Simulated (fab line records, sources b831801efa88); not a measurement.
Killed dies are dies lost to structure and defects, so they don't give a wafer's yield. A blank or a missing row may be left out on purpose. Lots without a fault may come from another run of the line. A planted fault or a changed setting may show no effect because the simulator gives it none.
Tool commonality check | flow sfq_line | 14 lots, 42 wafers sampled

WHY IT WAS OPENED
At SFQ_M2_RS_MEAS_914 the reading M2_NB_RS is flagged on 2 of 14 lots. Wafers without a fault read 0.888 ohm/sq, standard deviation 0.012.
Rule: a lot is flagged when every wafer of it that has a number lies more than 4 standard deviations from that mean, or none has a number. The other lots count as sound.

lot  | measured     | on            | M2_NB_RS (ohm/sq), wafer by wafer | flag
L646 | day 24 16:18 | film_metro-02 | 0.902 0.909 0.901                 |
L647 | day 26 17:52 | film_metro-03 | 0.903 0.885 0.885                 |
L649 | day 27 00:02 | film_metro-02 | 0.886 0.877 0.877                 |
L651 | day 33 02:52 | film_metro-01 | 0.895 0.898 0.913                 |
L656 | day 35 04:14 | film_metro-02 | 1.024 1.034 1.050                 | FLAGGED
L657 | day 35 08:49 | film_metro-02 | 1.022 1.009 1.017                 | FLAGGED
L658 | day 35 13:43 | film_metro-03 | 0.872 0.878 0.870                 |
L661 | day 36 21:49 | film_metro-01 | 0.885 0.883 0.873                 |
L662 | day 37 08:01 | film_metro-01 | 0.871 0.878 0.878                 |
L664 | day 37 21:50 | film_metro-01 | 0.881 0.874 0.879                 |
L665 | day 38 06:11 | film_metro-02 | 0.914 0.903 0.903                 |
L666 | day 38 18:13 | film_metro-01 | 0.910 0.888 0.886                 |
L667 | day 38 21:49 | film_metro-01 | 0.895 0.883 0.885                 |
L668 | day 39 10:38 | film_metro-01 | 0.883 0.906 0.899                 |
The numbers of the flagged lots are 1.026 ohm/sq on average: +0.138 ohm/sq against the usual, or +12 standard deviations.

WHICH TOOL RAN EACH LOT
The record holds 2 process steps before the reading, out of a route of 325 steps. In each cell: the tool, then ch and the chambers that the sampled wafers went through, then the start.
lot  | flag    | SFQ_TRILAYER_L0_DEP_SPUTTER_003 | SFQ_TRILAYER_M2_DEP_SPUTTER_055
L646 |         | pvd_sputter-04, day 1 17:29     | pvd_sputter-06, day 24 16:13
L647 |         | pvd_sputter-04, day 1 22:29     | pvd_sputter-06, day 26 17:47
L649 |         | pvd_sputter-04, day 2 08:29     | pvd_sputter-06, day 26 23:55
L651 |         | pvd_sputter-04, day 2 18:29     | pvd_sputter-06, day 33 02:47
L656 | FLAGGED | pvd_sputter-05, day 3 19:29     | pvd_sputter-06, day 35 04:07
L657 | FLAGGED | pvd_sputter-06, day 4 00:29     | pvd_sputter-06, day 35 08:42
L658 |         | pvd_sputter-06, day 4 05:29     | pvd_sputter-05, day 35 13:38
L661 |         | pvd_sputter-06, day 4 20:29     | pvd_sputter-05, day 36 21:42
L662 |         | pvd_sputter-06, day 5 01:29     | pvd_sputter-05, day 37 07:55
L664 |         | pvd_sputter-04, day 5 11:29     | pvd_sputter-05, day 37 21:42
L665 |         | pvd_sputter-04, day 5 16:29     | pvd_sputter-06, day 38 06:06
L666 |         | pvd_sputter-05, day 5 21:29     | pvd_sputter-06, day 38 18:06
L667 |         | pvd_sputter-06, day 6 02:29     | pvd_sputter-05, day 38 21:42
L668 |         | pvd_sputter-04, day 6 07:29     | pvd_sputter-06, day 39 10:33
What these steps do:
- SFQ_TRILAYER_L0_DEP_SPUTTER_003: material MoNx KI, target thk 40 nm, time 100 s.
- SFQ_TRILAYER_M2_DEP_SPUTTER_055: material Nb, target thk 200 nm, time 133.3 s.
- SFQ_M2_RS_MEAS_914: measures by four-point-probe.

FLAGGED OVER TOTAL, TOOL BY TOOL (the gauges that took the reading come last)
step                            | tool           | lots run | flagged | share of the flagged lots | sound lots run after its first flagged lot
SFQ_TRILAYER_L0_DEP_SPUTTER_003 | pvd_sputter-04 | 7        | 0       | none                      | -
SFQ_TRILAYER_L0_DEP_SPUTTER_003 | pvd_sputter-05 | 2        | 1       | some                      | 1 (L666)
SFQ_TRILAYER_L0_DEP_SPUTTER_003 | pvd_sputter-06 | 5        | 1       | some                      | 4 (L658,L661,L662,L667)
SFQ_TRILAYER_M2_DEP_SPUTTER_055 | pvd_sputter-05 | 5        | 0       | none                      | -
SFQ_TRILAYER_M2_DEP_SPUTTER_055 | pvd_sputter-06 | 9        | 2       | all                       | 3 (L665,L666,L668)
SFQ_M2_RS_MEAS_914              | film_metro-01  | 7        | 0       | none                      | -
SFQ_M2_RS_MEAS_914              | film_metro-02  | 5        | 2       | all                       | 1 (L665)
SFQ_M2_RS_MEAS_914              | film_metro-03  | 2        | 0       | none                      | -

WHAT THE TABLE ALLOWS
2 rows of the table ran every flagged lot: pvd_sputter-06 at SFQ_TRILAYER_M2_DEP_SPUTTER_055, film_metro-02 at SFQ_M2_RS_MEAS_914.
- pvd_sputter-06 at SFQ_TRILAYER_M2_DEP_SPUTTER_055: 2 of its 9 lots flagged. Sound lots ran on it after the first flagged one (L665, L666, L668), which a lasting fault on the whole tool wouldn't allow. Its own readings lie more than 4 standard deviations out on every wafer of the flagged lots: cathode_dc_power_W.
- film_metro-02 at SFQ_M2_RS_MEAS_914: 2 of its 5 lots flagged. Sound lots ran on it after the first flagged one (L665), which a lasting fault on the whole tool wouldn't allow.
No row of the table ran every flagged lot and no sound lot after the first.

WHAT THE SIMULATOR HAD PUT IN
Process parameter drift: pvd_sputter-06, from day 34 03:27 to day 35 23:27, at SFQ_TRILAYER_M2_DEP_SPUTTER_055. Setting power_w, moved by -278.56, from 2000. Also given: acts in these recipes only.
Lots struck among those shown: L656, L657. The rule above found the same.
